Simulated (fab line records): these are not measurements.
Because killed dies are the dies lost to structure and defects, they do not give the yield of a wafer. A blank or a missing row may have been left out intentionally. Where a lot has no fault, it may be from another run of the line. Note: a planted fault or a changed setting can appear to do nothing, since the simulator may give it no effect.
fab line records | flow sky130
record: lots: 12 | wafers: 36 | lastDay: 50
route steps=708 shown SONOS_ONO@183 POLY_GATE@205 LDD_LDN@296 PAD_OPEN@708
lots with no fault: from the same line, run without faults
startH: the number of hours between the record's first day and the start of the first shown wafer of the lot | waitH: how many hours have passed since the lot's step before this one | " as in the row above | L1.1+2: a single row standing in for several wafers | - value missing, or start not given | * or withheld: withheld | < > ~ a bound
route shown NAME@n: names a module that has steps shown in the file, with the first one's number in the route | usual: the fault-free wafers' mean and standard deviation | same: alike in all rows | chamber/n: place in a boat | sites: the reading at each site | _std_site: their standard deviation | _edge_site: the outer-site mean with the inner-site mean subtracted | radiusMm: how far each site lies from the wafer's centre | mask NAME#n: copy n | behind: the tool/chamber that last shaped the wafer | hold: why the lot was held/for how many hours/how that ended | device: whichever transistor did not switch (one of n, p or np) | end of line: the same wafers' tests at the end of the route | a step without rows: its recipe alone | killed: count of dies lost to structure and defects at first sort (not the wafer's yield) | map: a wafer's dies, x killed, . not, _ none there
set.NAME: the setting the step ran with; set.NAME@STEP: the setting that earlier step ran with | model.NAME: the simulator's own value behind a step, which no gauge read
the route's steps for a sample of lots (tables are steps, rows are wafers)
services: when a tool's chamber went out of use (startH, in hours from the record's first day, below 0 if earlier), for how many hours, and the reason
== steps ==
step: SKY_SONOS_ONO_ETCH_15
recipe: targetDepthNm: 19.52 | chemistry: CHF3/O2 | sourceW: 600 | biasW: 200 | pressureMtorr: 40 | chf3FlowSccm: 50 | O2_flow_sccm: 5 | timeS: 7.8
usual: drypumpMotorCurrentA: 5.8/0.45 | oesProductAu: 0.995/0.014 | rfFwdPowerW: 588/3.1 | throttleValvePct: 8.822/0.011
lot.wafer | tool       | chamber | startH | waitH | drypumpMotorCurrentA | oesProductAu | rfFwdPowerW | rfHoursCounterH | throttleValvePct
L633.3    | rieDiel-01 | 3       | 299.64 | 0.0   | 6.1                  | 0.968        | 588         | 131             | 8.814
L633.4    | "          | 1       | "      | "     | 6.1                  | 1.009        | 593         | -               | 8.848
L633.6    | "          | 3       | "      | "     | 6.1                  | 0.980        | 588         | -               | 8.846
L632.3    | rieDiel-03 | 3       | 299.85 | 0.0   | 6.4                  | 0.992        | 588         | 42              | 8.833
L632.4    | "          | 2       | "      | "     | 5.9                  | 1.003        | 589         | 66              | 8.814
L632.6    | "          | 0       | "      | "     | 5.2                  | 1.013        | 588         | -               | 8.836
L637.3    | rieDiel-03 | 3       | 336.19 | 0.0   | 6.4                  | 0.995        | 585         | 43              | 8.828
L637.4    | "          | 0       | "      | "     | 5.2                  | 1.001        | 585         | 10              | 8.808
L637.5    | "          | 1       | "      | "     | 6.1                  | 0.980        | 588         | -               | 8.820
L638.1    | rieDiel-03 | 1       | 346.09 | 0.0   | 6.1                  | 0.987        | 586         | 23              | 8.820
L638.4    | "          | 2       | "      | "     | 5.9                  | 1.009        | 589         | -               | 8.801
L638.5    | "          | 0       | "      | "     | 5.2                  | 1.013        | 588         | -               | 8.831
L639.1    | rieDiel-03 | 1       | 352.25 | 0.0   | 6.0                  | 0.986        | 584         | 24              | 8.824
L639.2    | "          | 2       | "      | "     | 5.8                  | 1.011        | 588         | 67              | 8.813
L639.3    | "          | 0       | "      | "     | 5.3                  | 1.019        | 586         | 10              | 8.825
L645.1    | rieDiel-03 | 0       | 401.06 | 0.0   | 5.2                  | 1.013        | 589         | 10              | 8.829
L645.2    | "          | 2       | "      | "     | 5.8                  | 1.008        | 588         | 67              | 8.808
L645.6    | "          | 0       | "      | "     | 5.3                  | 0.998        | 590         | -               | 8.824
L646.1    | rieDiel-02 | 3       | 403.11 | 0.0   | 5.9                  | 0.991        | 584         | 57              | 8.820
L646.4    | "          | 0       | "      | "     | 5.2                  | 0.989        | 584         | 21              | 8.827
L646.6    | "          | 1       | "      | "     | 4.9                  | 0.966        | 585         | -               | 8.832
L647.3    | rieDiel-03 | 2       | 411.25 | 0.0   | 5.9                  | 1.004        | 585         | 67              | 8.838
L647.4    | "          | 1       | "      | "     | 6.0                  | 0.970        | 587         | 24              | 8.827
L647.6    | "          | 0       | "      | "     | 5.3                  | 1.012        | 589         | -               | 8.825
L648.3    | rieDiel-02 | 2       | 421.50 | 0.0   | 6.4                  | 0.981        | 584         | 7               | 8.804
L648.4    | "          | 0       | "      | "     | 5.2                  | 0.986        | 592         | 21              | 8.805
L648.6    | "          | 0       | "      | "     | 5.2                  | 0.985        | 590         | -               | 8.846
L651.1    | rieDiel-03 | 0       | 448.19 | 0.0   | 5.2                  | 1.020        | 590         | 11              | 8.840
L651.4    | "          | 3       | "      | "     | 6.4                  | 0.994        | 587         | 44              | 8.811
L651.6    | "          | 2       | "      | "     | 5.8                  | 1.000        | 585         | -               | 8.830
L652.1    | rieDiel-01 | 2       | 454.44 | 0.0   | 5.5                  | 1.004        | 595         | 4               | 8.831
L652.3    | "          | 3       | "      | "     | 6.1                  | 0.988        | 584         | 2               | 8.822
L652.6    | "          | 3       | "      | "     | 6.1                  | 0.984        | 590         | -               | 8.821
L654.2    | rieDiel-01 | 3       | 472.01 | 0.0   | 6.1                  | 0.972        | 582         | 3               | 8.816
L654.3    | "          | 1       | "      | "     | 6.1                  | 1.008        | 594         | 2               | 8.839
L654.5    | "          | 2       | "      | "     | 5.5                  | 1.008        | 595         | -               | 8.810
step: SKY_POLY_GATE_THK_MEAS_01
recipe: reads: poly-Si_of_POLY_GATE_CVD_00
usual: POLY_GATE_CVD_00_THK: 179.4/1.6
lot.wafer | tool         | chamber | startH | waitH | POLY_GATE_CVD_00_THK[nm]
L632.3    | filmMetro-03 | -       | 334.37 | 0.0   | 181.9
L632.4    | "            | -       | "      | "     | 182.2
L632.6    | "            | -       | "      | "     | 179.9
L633.3    | filmMetro-04 | -       | 334.37 | 0.0   | 178.8
L633.4    | "            | -       | "      | "     | 178.4
L633.6    | "            | -       | "      | "     | 178.3
L637.3    | filmMetro-02 | -       | 371.94 | 0.0   | 181.2
L637.4    | "            | -       | "      | "     | 180.1
L637.5    | "            | -       | "      | "     | 179.5
L638.1    | filmMetro-03 | -       | 381.46 | 0.0   | 181.5
L638.4    | "            | -       | "      | "     | 181.2
L638.5    | "            | -       | "      | "     | 182.2
L639.1    | filmMetro-04 | -       | 388.00 | 0.0   | 177.3
L639.2    | "            | -       | "      | "     | 178.0
L639.3    | "            | -       | "      | "     | 176.3
L645.1    | filmMetro-02 | -       | 437.90 | 0.0   | 180.7
L645.2    | "            | -       | "      | "     | 180.2
L645.6    | "            | -       | "      | "     | 181.1
L646.1    | filmMetro-02 | -       | 439.44 | 0.0   | 177.0
L646.4    | "            | -       | "      | "     | 176.1
L646.6    | "            | -       | "      | "     | 176.7
L647.3    | filmMetro-03 | -       | 448.58 | 0.0   | 177.8
L647.4    | "            | -       | "      | "     | 179.3
L647.6    | "            | -       | "      | "     | 178.8
L648.3    | filmMetro-02 | -       | 458.97 | 0.0   | 178.2
L648.4    | "            | -       | "      | "     | 178.3
L648.6    | "            | -       | "      | "     | 178.2
L651.1    | filmMetro-02 | -       | 483.64 | 0.0   | 179.5
L651.4    | "            | -       | "      | "     | 178.7
L651.6    | "            | -       | "      | "     | 180.8
L652.1    | filmMetro-02 | -       | 490.37 | 0.0   | 179.0
L652.3    | "            | -       | "      | "     | 178.7
L652.6    | "            | -       | "      | "     | 179.9
L654.2    | filmMetro-02 | -       | 507.29 | 0.0   | 181.3
L654.3    | "            | -       | "      | "     | 182.8
L654.5    | "            | -       | "      | "     | 181.7
step: SKY_LDD_LDN_OVL_MEAS_07
usual: LDD_LDN_OVL: 0.3/1.3
lot.wafer | tool       | chamber | startH | waitH | LDD_LDN_OVL[nm]
L632.3    | overlay-01 | -       | 548.85 | 0.1   | -0.6
L632.4    | "          | -       | "      | "     | -0.5
L632.6    | "          | -       | "      | "     | -0.5
L633.3    | overlay-02 | -       | 549.09 | 0.1   | -1.6
L633.4    | "          | -       | "      | "     | -1.8
L633.6    | "          | -       | "      | "     | -1.4
L637.3    | overlay-02 | -       | 588.54 | 0.1   | -2.2
L637.4    | "          | -       | "      | "     | -0.8
L637.5    | "          | -       | "      | "     | -1.3
L638.1    | overlay-02 | -       | 598.74 | 0.1   | -0.2
L638.4    | "          | -       | "      | "     | 0.6
L638.5    | "          | -       | "      | "     | 1.8
L639.1    | overlay-02 | -       | 606.18 | 0.1   | -0.9
L639.2    | "          | -       | "      | "     | 0.7
L639.3    | "          | -       | "      | "     | 2.0
L645.1    | overlay-01 | -       | 654.09 | 0.1   | 1.8
L645.2    | "          | -       | "      | "     | -0.6
L645.6    | "          | -       | "      | "     | 0.6
L646.1    | overlay-01 | -       | 657.84 | 0.1   | 0.6
L646.4    | "          | -       | "      | "     | 1.0
L646.6    | "          | -       | "      | "     | 2.5
L647.3    | overlay-01 | -       | 662.70 | 0.1   | -0.5
L647.4    | "          | -       | "      | "     | 2.3
L647.6    | "          | -       | "      | "     | 1.6
L648.3    | overlay-01 | -       | 671.00 | 0.1   | 0.5
L648.4    | "          | -       | "      | "     | 0.6
L648.6    | "          | -       | "      | "     | -0.7
L651.1    | overlay-01 | -       | 694.24 | 0.1   | 0.0
L651.4    | "          | -       | "      | "     | -0.9
L651.6    | "          | -       | "      | "     | 1.1
L652.1    | overlay-01 | -       | 701.53 | 0.1   | -0.7
L652.3    | "          | -       | "      | "     | 0.2
L652.6    | "          | -       | "      | "     | -0.3
L654.2    | overlay-02 | -       | 716.54 | 0.1   | 0.8
L654.3    | "          | -       | "      | "     | 0.5
L654.5    | "          | -       | "      | "     | -0.4
step: SKY_LDD_LDN_STRIP_12
recipe: chemistry: O2/N2 | powerW: 1400 | pressureMtorr: 1500 | platenTempC: withheld | o2FlowSccm: 3000 | n2FlowSccm: 300 | overashFraction: 0.5
usual: chamberPressureMTorr: 1500.1/1.3 | drypumpMotorCurrentA: 5.79/0.25 | oesProductAu: 0.716/0.0045 | stripTimeToEndpointS: 14.17/0.039
lot.wafer | tool           | chamber | startH | waitH | chamberPressureMTorr | drypumpMotorCurrentA | oesProductAu | rfHoursCounterH | stripTimeToEndpointS
L632.3    | plasmaAsher-01 | 1       | 549.51 | 0.1   | 1501.6               | 5.85                 | 0.720        | -               | 14.23
L632.4    | "              | 0       | "      | "     | 1499.4               | 6.24                 | 0.718        | -               | 14.19
L632.6    | "              | 1       | "      | "     | 1501.3               | 5.88                 | 0.714        | -               | 14.22
L633.3    | plasmaAsher-02 | 1       | 549.75 | 0.1   | 1499.7               | 5.75                 | 0.726        | -               | 14.18
L633.4    | "              | 0       | "      | "     | 1496.1               | 6.00                 | 0.714        | -               | 14.14
L633.6    | "              | 1       | "      | "     | 1500.7               | 5.76                 | 0.710        | -               | 14.16
L637.3    | plasmaAsher-01 | 0       | 589.20 | 0.1   | 1498.4               | 6.25                 | 0.705        | -               | 14.22
L637.4    | "              | 1       | "      | "     | 1499.7               | 5.91                 | 0.725        | -               | 14.21
L637.5    | "              | 0       | "      | "     | 1500.2               | 6.23                 | 0.716        | -               | 14.19
L638.1    | plasmaAsher-02 | 1       | 599.38 | 0.1   | -                    | -                    | -            | -               | -
L638.4    | "              | 1       | "      | "     | -                    | -                    | -            | -               | -
L638.5    | "              | 0       | "      | "     | -                    | -                    | -            | -               | -
L639.1    | plasmaAsher-03 | 0       | 606.82 | 0.1   | -                    | -                    | -            | -               | -
L639.2    | "              | 1       | "      | "     | -                    | -                    | -            | -               | -
L639.3    | "              | 1       | "      | "     | -                    | -                    | -            | -               | -
L645.1    | plasmaAsher-03 | 1       | 654.73 | 0.1   | 1500.7               | 5.55                 | 0.720        | 47              | 14.16
L645.2    | "              | 0       | "      | "     | 1499.4               | 5.49                 | 0.714        | 47              | 14.19
L645.6    | "              | 1       | "      | "     | 1499.1               | 5.58                 | 0.710        | -               | 14.23
L646.1    | plasmaAsher-02 | 0       | 658.48 | 0.1   | 1498.8               | 6.03                 | 0.725        | 87              | 14.18
L646.4    | "              | 1       | "      | "     | 1498.6               | 5.69                 | 0.724        | -               | 14.13
L646.6    | "              | 1       | "      | "     | 1498.9               | 5.70                 | 0.707        | -               | 14.15
L647.3    | plasmaAsher-03 | 1       | 663.36 | 0.1   | 1498.7               | 5.55                 | 0.715        | -               | 14.24
L647.4    | "              | 0       | "      | "     | 1499.2               | 5.47                 | 0.724        | -               | 14.23
L647.6    | "              | 0       | "      | "     | 1502.3               | 5.49                 | 0.716        | -               | 14.23
L648.3    | plasmaAsher-03 | 0       | 671.66 | 0.1   | 1499.8               | 5.49                 | 0.713        | -               | 14.20
L648.4    | "              | 1       | "      | "     | 1499.9               | 5.60                 | 0.710        | -               | 14.21
L648.6    | "              | 0       | "      | "     | 1499.9               | 5.49                 | 0.713        | -               | 14.17
L651.1    | plasmaAsher-02 | 1       | 694.88 | 0.1   | 1501.4               | 5.71                 | 0.713        | 90              | 14.21
L651.4    | "              | 0       | "      | "     | 1501.9               | 6.02                 | 0.718        | -               | 14.17
L651.6    | "              | 0       | "      | "     | 1501.1               | 5.99                 | 0.718        | -               | 14.16
L652.1    | plasmaAsher-02 | 0       | 702.17 | 0.1   | 1496.9               | 6.00                 | 0.709        | 91              | 14.16
L652.3    | "              | 0       | "      | "     | 1500.6               | 6.00                 | 0.712        | -               | 14.17
L652.6    | "              | 0       | "      | "     | 1501.6               | 6.01                 | 0.707        | -               | 14.11
L654.2    | plasmaAsher-03 | 0       | 717.17 | 0.1   | 1501.2               | 5.48                 | 0.715        | 53              | 14.14
L654.3    | "              | 1       | "      | "     | 1500.6               | 5.61                 | 0.715        | -               | 14.17
L654.5    | "              | 0       | "      | "     | 1503.6               | 5.49                 | 0.713        | -               | 14.16
step: SKY_PAD_OPEN_PROBE_99
usual: killed_at_M0_to_M3: 43/6.6 | killed_at_M4_up: 2.9/1.8 | killedAtContacts: 25/5.3 | killedAtFrontEnd: 15/4.1 | killedAtOther: 0.3/0.6 | killedDies: 86/8.8 | killedOnRim: 17/3.5 | killedOpen: 47/6.7 | killedShort: 39/6.2
same: grossDies: 492 | killedAtBackSide: 0
lot.wafer | tool      | chamber | startH  | waitH | killed_at_M0_to_M3 | killed_at_M4_up | killedAtContacts | killedAtFrontEnd | killedAtOther | killedDies | killedOnRim | killedOpen | killedShort
L638.1    | prober-02 | -       | 1128.68 | 0.1   | 32                 | 7               | 21               | 432              | 0             | 492        | 96          | 35         | 43
L638.4    | prober-02 | -       | 1128.83 | 0.2   | 66                 | 4               | 17               | 405              | 0             | 492        | 96          | 56         | 44
L638.5    | prober-02 | -       | 1128.88 | 0.2   | 42                 | 1               | 34               | 415              | 0             | 492        | 96          | 54         | 35
L639.1    | prober-01 | -       | 1133.77 | 0.1   | 43                 | 3               | 19               | 427              | 0             | 492        | 96          | 56         | 21
L639.2    | prober-01 | -       | 1133.82 | 0.1   | 39                 | 2               | 16               | 435              | 0             | 492        | 96          | 35         | 46
L639.3    | prober-01 | -       | 1133.87 | 0.2   | 35                 | 5               | 27               | 425              | 0             | 492        | 96          | 41         | 39
L647.3    | prober-02 | -       | 1170.21 | 0.2   | 42                 | 3               | 22               | 13               | 0             | 80         | 18          | 46         | 34
L647.4    | prober-02 | -       | 1170.26 | 0.2   | 46                 | 1               | 19               | 12               | 0             | 78         | 12          | 42         | 36
L647.6    | prober-02 | -       | 1170.36 | 0.2   | 42                 | 3               | 26               | 17               | 1             | 89         | 19          | 41         | 47
L648.3    | prober-01 | -       | 1176.62 | 0.2   | 38                 | 3               | 30               | 8                | 0             | 79         | 16          | 43         | 36
L648.4    | prober-01 | -       | 1176.67 | 0.2   | 29                 | 2               | 26               | 7                | 0             | 64         | 18          | 33         | 31
L648.6    | prober-01 | -       | 1176.77 | 0.2   | 43                 | 8               | 17               | 15               | 0             | 83         | 16          | 39         | 44
killed by level:class
L638.1 SPACER:areaCvd=414 CONTACT:geometricParticle:open=7 POLY_GATE:geometricParticle:short=5 POLY_GATE:geometricParticle:open=5 CONTACT:geometricParticle:short=5 METAL2:geometricParticle:short=5 VIA2:geometricParticle:open=5 METAL3:geometricParticle:short=5
L638.4 SPACER:areaCvd=392 VIA3:geometricParticle:open=11 VIA1:geometricParticle:open=10 CONTACT:geometricParticle:open=9 METAL1:geometricParticle:short=8 VIA2:geometricParticle:open=7 METAL2:geometricParticle:short=5 VIA3:geometricParticle:short=5
L638.5 SPACER:areaCvd=403 CONTACT:geometricParticle:open=13 VIA1:geometricParticle:open=9 VIA3:geometricParticle:open=8 VIA1:geometricParticle:short=7 VIA2:geometricParticle:open=7 LI_CONTACT:geometricParticle:open=6 CONTACT:geometricParticle:short=6
L639.1 SPACER:areaCvd=415 VIA1:geometricParticle:open=14 CONTACT:geometricParticle:open=10 VIA2:geometricParticle:open=10 VIA1:geometricParticle:short=5 POLY_GATE:geometricParticle:short=4 VIA3:geometricParticle:open=4 LOCAL_INTERCONNECT:geometricParticle:open=4
L639.2 SPACER:areaCvd=411 POLY_GATE:geometricParticle:short=11 VIA1:geometricParticle:open=10 VIA1:geometricParticle:short=7 FIELD_ISO:geometricParticle:short=6 VIA2:geometricParticle:open=6 VIA3:geometricParticle:short=6 LI_CONTACT:geometricParticle:open=5
L639.3 SPACER:areaCvd=412 VIA1:geometricParticle:open=11 CONTACT:geometricParticle:open=11 POLY_GATE:geometricParticle:short=6 VIA1:geometricParticle:short=5 VIA3:geometricParticle:open=5 FIELD_ISO:geometricParticle:short=4 LI_CONTACT:geometricParticle:short=4
L647.3 VIA1:geometricParticle:open=13 CONTACT:geometricParticle:open=8 VIA2:geometricParticle:open=8 LI_CONTACT:geometricParticle:open=6 METAL1:geometricParticle:short=6 FIELD_ISO:geometricParticle:short=5 LOCAL_INTERCONNECT:geometricParticle:short=5 VIA3:geometricParticle:open=5
L647.4 VIA3:geometricParticle:open=15 VIA1:geometricParticle:open=8 FIELD_ISO:geometricParticle:short=5 LI_CONTACT:geometricParticle:open=5 VIA1:geometricParticle:short=5 LOCAL_INTERCONNECT:geometricParticle:short=4 CONTACT:geometricParticle:open=4 METAL1:geometricParticle:short=4
L647.6 VIA3:geometricParticle:open=8 LOCAL_INTERCONNECT:geometricParticle:short=7 CONTACT:geometricParticle:short=7 FIELD_ISO:geometricParticle:open=6 LI_CONTACT:geometricParticle:open=6 METAL1:geometricParticle:short=6 METAL2:geometricParticle:short=6 FIELD_ISO:geometricParticle:short=5
L648.3 LI_CONTACT:geometricParticle:open=10 CONTACT:geometricParticle:open=10 METAL2:geometricParticle:short=7 VIA3:geometricParticle:open=7 VIA2:geometricParticle:open=6 METAL1:geometricParticle:short=6 VIA1:geometricParticle:open=5 CONTACT:geometricParticle:short=5
L648.4 LI_CONTACT:geometricParticle:open=11 VIA1:geometricParticle:open=9 LOCAL_INTERCONNECT:geometricParticle:short=5 CONTACT:geometricParticle:short=5 VIA2:geometricParticle:short=4 VIA1:geometricParticle:short=4 VIA3:geometricParticle:open=3 LI_CONTACT:geometricParticle:short=3
L648.6 VIA1:geometricParticle:short=8 VIA1:geometricParticle:open=8 LI_CONTACT:geometricParticle:short=7 METAL2:geometricParticle:short=6 CONTACT:geometricParticle:open=6 METAL4:geometricParticle:short=6 METAL1:geometricParticle:open=5 POLY_GATE:geometricParticle:open=4
== services ==
tool           | chamber | startH | hours | kind
plasmaAsher-03 | -       | 291.60 | 52.8  | repair
rieDiel-03     | 2       | 307.56 | 11.8  | repair
rieDiel-03     | 2       | 329.15 | 4.2   | repair
rieDiel-03     | 3       | 338.41 | 14.8  | repair
plasmaAsher-02 | -       | 364.16 | 6.9   | repair
rieDiel-03     | -       | 386.31 | 14.6  | pm
plasmaAsher-02 | -       | 414.82 | 3.0   | repair
rieDiel-03     | -       | 426.80 | 2.6   | repair
plasmaAsher-03 | -       | 450.99 | 2.9   | repair
plasmaAsher-03 | -       | 468.00 | 18.4  | pm
rieDiel-03     | -       | 500.92 | 2.3   | repair
rieDiel-03     | 0       | 513.05 | 8.7   | repair
rieDiel-03     | 1       | 529.59 | 4.1   | repair
plasmaAsher-02 | -       | 542.48 | 1.1   | repair
plasmaAsher-02 | -       | 565.86 | 4.8   | repair
rieDiel-03     | 0       | 581.46 | 13.5  | repair
rieDiel-03     | 2       | 597.93 | 1.5   | repair
plasmaAsher-02 | -       | 624.68 | 0.5   | repair
rieDiel-03     | 2       | 655.94 | 2.7   | repair
rieDiel-03     | 3       | 658.13 | 8.8   | repair
rieDiel-03     | -       | 688.92 | 0.5   | repair
rieDiel-03     | 3       | 695.44 | 2.1   | repair
rieDiel-03     | 1       | 696.55 | 6.1   | repair
rieDiel-03     | 1       | 716.87 | 3.0   | repair
== key ==
firstSign: step: SKY_LDD_LDN_STRIP_12 | reading: toolRecord | direction: missing
effect: step: SKY_PAD_OPEN_PROBE_99 | reading: killedAtFrontEnd | direction: up | sigmas: 99+ | usual: 15 | struck: 423
moreKillsBornAt: SKY_SPACER_CVD_00@lpcvd-02: 2447
metAt SKY_LDD_LDN_STRIP_12
struckLots L638,L639
laterRowsLeftOut L638.1,L638.4,L638.5,L639.1,L639.2,L639.3
testerLeftOut L638,L639
notActingAt SKY_SONOS_ONO_ETCH_15,SKY_POLY_GATE_THK_MEAS_01,SKY_LDD_LDN_OVL_MEAS_07
onsetBetween 549.75 599.38
fault: kind: skippedStepWhole | tool: plasmaAsher-02,plasmaAsher-03 | chamber: - | onsetH: 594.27 | steps: SKY_LDD_LDN_STRIP_12 | scope: struckLotsOnly
testerLeftOut: of these lots the tester's yield and bins aren't shown, on N5 and GAA mostly nor the transistor test; their killed dies are dies lost to structure and defects alone, not to doping, threshold or leakage, so they don't give the yield
laterRowsLeftOut: the simulator's readings of these wafers behind a module that went badly wrong aren't trusted and aren't shown, but for the sort
